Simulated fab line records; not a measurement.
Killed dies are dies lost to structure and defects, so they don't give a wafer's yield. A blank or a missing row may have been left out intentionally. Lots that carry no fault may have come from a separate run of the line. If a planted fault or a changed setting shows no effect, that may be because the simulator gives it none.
Which tool did it? :: flow sky130 :: 14 lots with 40 wafers sampled at 5 steps, on a route of 708 steps

WHAT EACH GAUGE READ, for each wafer
SKY_FIELD_ISO_THK_MEAS_25.
lot: L912
measured: day 2 06:28
on: film-metro-02
FIELD_ISO_CVD_24_THK (nm): 602 596 595

lot: L913
measured: day 2 12:31
on: film-metro-02
FIELD_ISO_CVD_24_THK (nm): 613 593 606

lot: L914
measured: day 2 20:23
on: film-metro-04
FIELD_ISO_CVD_24_THK (nm): 590 583 588

lot: L915
measured: day 2 23:29
on: film-metro-03
FIELD_ISO_CVD_24_THK (nm): 592 579 584

lot: L917
measured: day 3 10:23
on: film-metro-04
FIELD_ISO_CVD_24_THK (nm): 588 611 603

lot: L918
measured: day 3 14:52
on: film-metro-03
FIELD_ISO_CVD_24_THK (nm): 594 607 606

lot: L919
measured: day 3 20:27
on: film-metro-04
FIELD_ISO_CVD_24_THK (nm): 591 591 581

lot: L926
measured: day 5 08:23
on: film-metro-02
FIELD_ISO_CVD_24_THK (nm): 599 584

lot: L927
measured: day 5 13:52
on: film-metro-02
FIELD_ISO_CVD_24_THK (nm): 587 600

lot: L928
measured: day 5 20:00
on: film-metro-04
FIELD_ISO_CVD_24_THK (nm): 592 593 592

lot: L929
measured: day 6 01:20
on: film-metro-02
FIELD_ISO_CVD_24_THK (nm): 591 582 599

lot: L930
measured: day 6 06:35
on: film-metro-04
FIELD_ISO_CVD_24_THK (nm): 595 601 601

lot: L933
measured: day 6 22:36
on: film-metro-02
FIELD_ISO_CVD_24_THK (nm): 598 596 596

lot: L935
measured: day 7 07:01
on: film-metro-04
FIELD_ISO_CVD_24_THK (nm): 588 582 596

SKY_PWDE_OVL_MEAS_07.
lot: L912
measured: day 3 19:21
on: overlay-02
PWDE_OVL (nm): -1.9 -0.6 -1.5

lot: L913
measured: day 4 04:29
on: overlay-02
PWDE_OVL (nm): 1.5 1.7 3.0

lot: L914
measured: day 4 10:21
on: overlay-02
PWDE_OVL (nm): -0.3 -0.4 -0.5

lot: L915
measured: day 4 14:28
on: overlay-02
PWDE_OVL (nm): 0.7 0.1 -0.2

lot: L917
measured: day 5 03:32
on: overlay-02
PWDE_OVL (nm): -2.0 -0.7 -2.1

lot: L918
measured: day 5 08:16
on: overlay-02
PWDE_OVL (nm): -2.1 0.2 0.5

lot: L919
measured: day 5 14:05
on: overlay-02
PWDE_OVL (nm): -1.3 0.4 -0.6

lot: L926
measured: day 7 02:59
on: overlay-01
PWDE_OVL (nm): -0.6 -

lot: L927
measured: day 7 09:32
on: overlay-01
PWDE_OVL (nm): - 0.1

lot: L928
measured: day 7 16:04
on: overlay-01
PWDE_OVL (nm): 1.1 -0.5 -0.7

lot: L929
measured: day 7 21:00
on: overlay-02
PWDE_OVL (nm): 0.2 -1.0 0.8

lot: L930
measured: day 8 04:23
on: overlay-02
PWDE_OVL (nm): -1.5 -1.5 -0.7

lot: L933
measured: day 8 21:21
on: overlay-02
PWDE_OVL (nm): 0.4 1.3 1.1

lot: L935
measured: day 9 05:24
on: overlay-01
PWDE_OVL (nm): -0.4 -0.2 -1.1

SKY_PWDE_TW_MEAS_10.
lot: L912
measured: day 3 19:38
on: film-metro-03
PWDE_TW: 368.5 369.5 372.0

lot: L913
measured: day 4 04:46
on: film-metro-02
PWDE_TW: 372.2 374.2 373.0

lot: L914
measured: day 4 10:38
on: film-metro-03
PWDE_TW: 368.1 368.9 366.5

lot: L915
measured: day 4 14:46
on: film-metro-01
PWDE_TW: 373.7 374.1 374.5

lot: L917
measured: day 5 03:49
on: film-metro-01
PWDE_TW: 370.6 373.8 371.2

lot: L918
measured: day 5 08:33
on: film-metro-03
PWDE_TW: 371.0 372.4 369.3

lot: L919
measured: day 5 14:22
on: film-metro-03
PWDE_TW: 370.2 370.3 370.1

lot: L926
measured: day 7 03:17
on: film-metro-02
PWDE_TW: 376.2 30.1

lot: L927
measured: day 7 09:49
on: film-metro-01
PWDE_TW: 30.0 375.8

lot: L928
measured: day 7 16:21
on: film-metro-02
PWDE_TW: 374.9 376.7 378.1

lot: L929
measured: day 7 21:17
on: film-metro-01
PWDE_TW: 376.5 376.6 373.8

lot: L930
measured: day 8 04:41
on: film-metro-02
PWDE_TW: 375.0 373.9 378.0

lot: L933
measured: day 8 21:38
on: film-metro-01
PWDE_TW: 375.3 375.2 374.4

lot: L935
measured: day 9 05:41
on: film-metro-01
PWDE_TW: 375.4 376.8 377.3

WHICH TOOL RAN EACH LOT (tool, then ch and the chambers of the sampled wafers, then the start)
lot: L912
SKY_DNWELL_STRIP_08: plasma-asher-04 ch 0,1, day 3 02:36
SKY_PWDE_DEVELOP_06: litho-track-01 ch 0, day 3 19:00

lot: L913
SKY_DNWELL_STRIP_08: plasma-asher-03 ch 0,1, day 3 11:28
SKY_PWDE_DEVELOP_06: litho-track-04 ch 0, day 4 04:00

lot: L914
SKY_DNWELL_STRIP_08: plasma-asher-04 ch 0,1, day 3 16:55
SKY_PWDE_DEVELOP_06: litho-track-01 ch 0, day 4 10:00

lot: L915
SKY_DNWELL_STRIP_08: plasma-asher-04 ch 0,1, day 3 20:37
SKY_PWDE_DEVELOP_06: litho-track-03 ch 0, day 4 14:00

lot: L917
SKY_DNWELL_STRIP_08: plasma-asher-01 ch 0,1, day 4 09:13
SKY_PWDE_DEVELOP_06: litho-track-04 ch 0, day 5 03:00

lot: L918
SKY_DNWELL_STRIP_08: plasma-asher-04 ch 0,1, day 4 13:30
SKY_PWDE_DEVELOP_06: litho-track-03 ch 0, day 5 08:00

lot: L919
SKY_DNWELL_STRIP_08: plasma-asher-03 ch 1, day 4 18:52
SKY_PWDE_DEVELOP_06: litho-track-04 ch 0, day 5 13:00

lot: L926
SKY_DNWELL_STRIP_08: plasma-asher-04 ch 0,1, day 6 07:53
SKY_PWDE_DEVELOP_06: litho-track-04 ch 0, day 7 02:00

lot: L927
SKY_DNWELL_STRIP_08: plasma-asher-01 ch 0,1, day 6 13:40
SKY_PWDE_DEVELOP_06: litho-track-04 ch 0, day 7 09:00

lot: L928
SKY_DNWELL_STRIP_08: plasma-asher-03 ch 0,1, day 6 20:33
SKY_PWDE_DEVELOP_06: litho-track-03 ch 0, day 7 15:00

lot: L929
SKY_DNWELL_STRIP_08: plasma-asher-01 ch 0, day 7 00:56
SKY_PWDE_DEVELOP_06: litho-track-01 ch 0, day 7 20:00

lot: L930
SKY_DNWELL_STRIP_08: plasma-asher-01 ch 0,1, day 7 07:40
SKY_PWDE_DEVELOP_06: litho-track-01 ch 0, day 8 04:00

lot: L933
SKY_DNWELL_STRIP_08: plasma-asher-01 ch 0,1, day 8 00:23
SKY_PWDE_DEVELOP_06: litho-track-01 ch 0, day 8 21:00

lot: L935
SKY_DNWELL_STRIP_08: plasma-asher-01 ch 0,1, day 8 08:32
SKY_PWDE_DEVELOP_06: litho-track-01 ch 0, day 9 05:00
- SKY_DNWELL_STRIP_08: strips in O2/N2.
- SKY_PWDE_DEVELOP_06: develop time 60 s.

AS READ BY THE TOOLS THEMSELVES (means over the sampled wafers that have a number; for cases with no such wafer, the mark the record gives instead)
SKY_DNWELL_STRIP_08.
lot: L912
tool: plasma-asher-04
drypump-motor-current-A (A): 5.9
oes-product-au (a.u.): 0.725
strip-time-to-endpoint-s (s): 36.95

lot: L913
tool: plasma-asher-03
drypump-motor-current-A (A): 6.4
oes-product-au (a.u.): 0.722
strip-time-to-endpoint-s (s): 36.78

lot: L914
tool: plasma-asher-04
drypump-motor-current-A (A): 5.6
oes-product-au (a.u.): 0.728
strip-time-to-endpoint-s (s): 36.86

lot: L915
tool: plasma-asher-04
drypump-motor-current-A (A): 5.6
oes-product-au (a.u.): 0.720
strip-time-to-endpoint-s (s): 36.97

lot: L917
tool: plasma-asher-01
drypump-motor-current-A (A): 5.4
oes-product-au (a.u.): 0.722
strip-time-to-endpoint-s (s): 36.88

lot: L918
tool: plasma-asher-04
drypump-motor-current-A (A): 5.9
oes-product-au (a.u.): 0.720
strip-time-to-endpoint-s (s): 36.89

lot: L919
tool: plasma-asher-03
drypump-motor-current-A (A): 6.5
oes-product-au (a.u.): 0.724
strip-time-to-endpoint-s (s): 36.93

lot: L926
tool: plasma-asher-04
drypump-motor-current-A (A): 5.8
oes-product-au (a.u.): 0.726
strip-time-to-endpoint-s (s): 36.86

lot: L927
tool: plasma-asher-01
drypump-motor-current-A (A): 5.5
oes-product-au (a.u.): 0.724
strip-time-to-endpoint-s (s): 36.81

lot: L928
tool: plasma-asher-03
drypump-motor-current-A (A): 6.3
oes-product-au (a.u.): 0.718
strip-time-to-endpoint-s (s): 36.76

lot: L929
tool: plasma-asher-01
drypump-motor-current-A (A): 5.2
oes-product-au (a.u.): 0.722
strip-time-to-endpoint-s (s): 36.86

lot: L930
tool: plasma-asher-01
drypump-motor-current-A (A): 5.5
oes-product-au (a.u.): 0.719
strip-time-to-endpoint-s (s): 36.75

lot: L933
tool: plasma-asher-01
drypump-motor-current-A (A): 5.5
oes-product-au (a.u.): 0.719
strip-time-to-endpoint-s (s): 36.67

lot: L935
tool: plasma-asher-01
drypump-motor-current-A (A): 5.5
oes-product-au (a.u.): 0.722
strip-time-to-endpoint-s (s): 36.97

THE ANSWER, worked out from the rows above alone
Rule: what is usual is taken from the lots themselves. The widest of any qualifying gaps counts: lots, ordered by their means at a reading, are off when they make up no more than a third of the lots, leave a main group of 4 or more, and stand apart from it by 3 or more times the standard deviation of that group's means. Not used: any main group whose means are identical at the precision the tables above print for the reading. Also off: a lot with no number at a reading for which 4 or more lots have one. Where the step has rows for the other lots, those lots are counted as sound. Order of review: gauges by route order, followed by the tools' own readings, for which a lot's mean as printed above is used. The first step at which some lot is off is used, and at that step the reading that is off furthest; a lot without a number counts as furthest.
Off: L926, L927, at SKY_PWDE_TW_MEAS_10 (PWDE_TW). Main group: mean 373.1, sd 2.8.
If a tool, at a process step before that reading, ran all the lots that are off and no sound lot after the first of them, it fits. Those tools and the gauges at SKY_PWDE_TW_MEAS_10 are tried in the same way. One fits: SKY_PWDE_DEVELOP_06 on litho-track-04. A fault onset in the window from L919 (day 5 13:00, its last sound lot) to L926 (day 7 02:00, its first lot off) fits.

WHAT THE SIMULATOR HAD INSERTED
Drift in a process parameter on litho-track-04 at SKY_PWDE_DEVELOP_06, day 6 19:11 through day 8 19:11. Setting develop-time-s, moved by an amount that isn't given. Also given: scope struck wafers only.
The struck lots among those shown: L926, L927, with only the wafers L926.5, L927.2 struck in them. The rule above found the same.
